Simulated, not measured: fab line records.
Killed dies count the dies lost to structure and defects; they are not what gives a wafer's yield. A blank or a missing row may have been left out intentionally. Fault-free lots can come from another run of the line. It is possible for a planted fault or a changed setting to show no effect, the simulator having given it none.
Which tool was responsible?    flow sky130    14 lots with 42 wafers sampled at 4 steps, on a route of 708 steps

WHAT THE GAUGES SHOWED, per wafer
SKY_VIA4_BOW_MEAS_03. Usual: VIA4_BOW typically reads 81 um, with standard deviation 8.6.
lot   measured      on            VIA4_BOW (um)  flag
L988  day 42 04:22  filmMetro-04  82 80 73       
L991  day 43 18:11  filmMetro-02  78 78 85       
L990  day 43 22:56  filmMetro-02  81 89 92       
L993  day 44 00:20  filmMetro-04  73 77 70       
L992  day 44 04:36  filmMetro-03  77 77 81       
L994  day 44 05:35  filmMetro-03  87 89 80       
L995  day 45 10:38  filmMetro-02  73 71 97       
L996  day 45 11:47  filmMetro-04  73 71 68       
L998  day 45 11:55  filmMetro-03  68 78 75       
L101  day 45 15:20  filmMetro-04  81 69 81       
L102  day 46 03:46  filmMetro-03  60 80 77       
L104  day 46 11:55  filmMetro-03  77 71 85       
L106  day 46 21:54  filmMetro-04  89 98 96       
L109  day 47 14:52  filmMetro-02  93 89 85       

SKY_VIA4_OVL_MEAS_11. Usual: VIA4_OVL typically reads 0.8 nm, with standard deviation 1.2.
lot   measured      on          VIA4_OVL (nm)   flag
L988  day 43 02:35  overlay-02  0.7 2.0 4.2     
L991  day 44 15:35  overlay-01  -0.3 0.2 0.8    
L990  day 44 20:14  overlay-01  1.2 1.2 2.3     
L993  day 44 21:59  overlay-01  1.1 0.8 1.7     
L992  day 45 01:53  overlay-01  -0.4 2.2 1.6    
L994  day 45 03:19  overlay-01  1.6 1.3 0.8     
L995  day 46 07:35  overlay-02  -0.7 -0.1 -1.1  
L996  day 46 07:57  overlay-01  0.0 -0.5 -1.6   
L998  day 46 08:50  overlay-02  0.4 1.8 1.7     
L101  day 46 11:22  overlay-02  2.0 0.7 3.0     
L102  day 46 23:52  overlay-01  4.2 1.4 0.5     
L104  day 47 07:58  overlay-01  -0.6 0.6 -1.8   
L106  day 47 18:05  overlay-01  0.6 1.9 2.0     
L109  day 48 09:40  overlay-02  1.6 0.1 0.0     

SKY_METAL5_RS_MEAS_05: uses a four-point probe to measure. Usual: METAL5_ALCU_RS typically reads 0.0271 ohm/sq, with standard deviation 0.00044.
lot   measured      on            METAL5_ALCU_RS (ohm/sq)  flag
L988  day 43 04:32  filmMetro-02  0.0267 0.0272 0.0273     
L991  day 44 17:11  filmMetro-02  0.0276 0.0272 0.0273     
L990  day 44 21:48  filmMetro-02  0.0273 0.0269 0.0274     
L993  day 44 23:34  filmMetro-01  0.0269 0.0273 0.0271     
L992  day 45 03:32  filmMetro-02  0.0277 0.0274 0.0276     
L994  day 45 04:57  filmMetro-01  0.0274 0.0275 0.0274     
L995  day 46 09:16  filmMetro-02  0.0272 0.0275 0.0274     
L996  day 46 09:33  filmMetro-04  0.0275 0.0267 0.0268     
L998  day 46 10:27  filmMetro-04  0.0281 0.0281 0.0283     
L101  day 46 13:00  filmMetro-02  0.0275 0.0272 0.0272     
L102  day 47 01:26  filmMetro-02  0.0270 0.0271 0.0272     
L104  day 47 09:32  filmMetro-04  0.0274 0.0276 0.0277     
L106  day 47 22:31  filmMetro-04  0.0266 0.0266 0.0269     
L109  day 48 11:13  filmMetro-02  0.0265 0.0270 0.0262     

EACH LOT AND THE TOOL THAT RAN IT (in order: tool; ch and the chambers of the sampled wafers; start)
lot   SKY_METAL2_CLEAN_23
L988  wetBench-02 ch 2, day 35 12:35
L991  wetBench-02 ch 3, day 37 06:21
L990  wetBench-02 ch 1, day 37 12:37
L993  wetBench-02 ch 0, day 37 13:16
L992  wetBench-02 ch 3, day 37 14:51
L994  wetBench-04 ch 2, day 37 19:31
L995  wetBench-02 ch 3, day 39 04:33
L996  wetBench-02 ch 0, day 39 05:19
L998  wetBench-01 ch 1, day 39 06:14
L101  wetBench-02 ch 0, day 39 14:15
L102  wetBench-02 ch 1, day 40 01:32
L104  wetBench-04 ch 0, day 40 12:13
L106  wetBench-01 ch 2, day 41 00:31
L109  wetBench-01 ch 0, day 41 19:27
- SKY_METAL2_CLEAN_23: cleans in O3/DIW.

AS READ BY THE TOOLS THEMSELVES (means over the sampled wafers that have a number; for cases with no such wafer, the mark the record gives instead)
The record holds no such reading with a usual standard deviation.

THE ANSWER, worked out from the rows above alone
Rule: take the mean of a lot's wafers that have a number; if it is more than 3 standard deviations from the usual mean, the lot is off. Also off: a lot with no number at a reading for which 4 or more lots have one. Any other lot the step has rows for is counted as sound. After the gauges, taken in route order, come the tools' own readings; for these a lot's mean is taken, as printed above. At the first step where some lot is off, the reading lying furthest off is the one used; lots without a number count as furthest.
Nothing can be told from this: no lot is off at any reading shown.

WHAT THE SIMULATOR PUT IN
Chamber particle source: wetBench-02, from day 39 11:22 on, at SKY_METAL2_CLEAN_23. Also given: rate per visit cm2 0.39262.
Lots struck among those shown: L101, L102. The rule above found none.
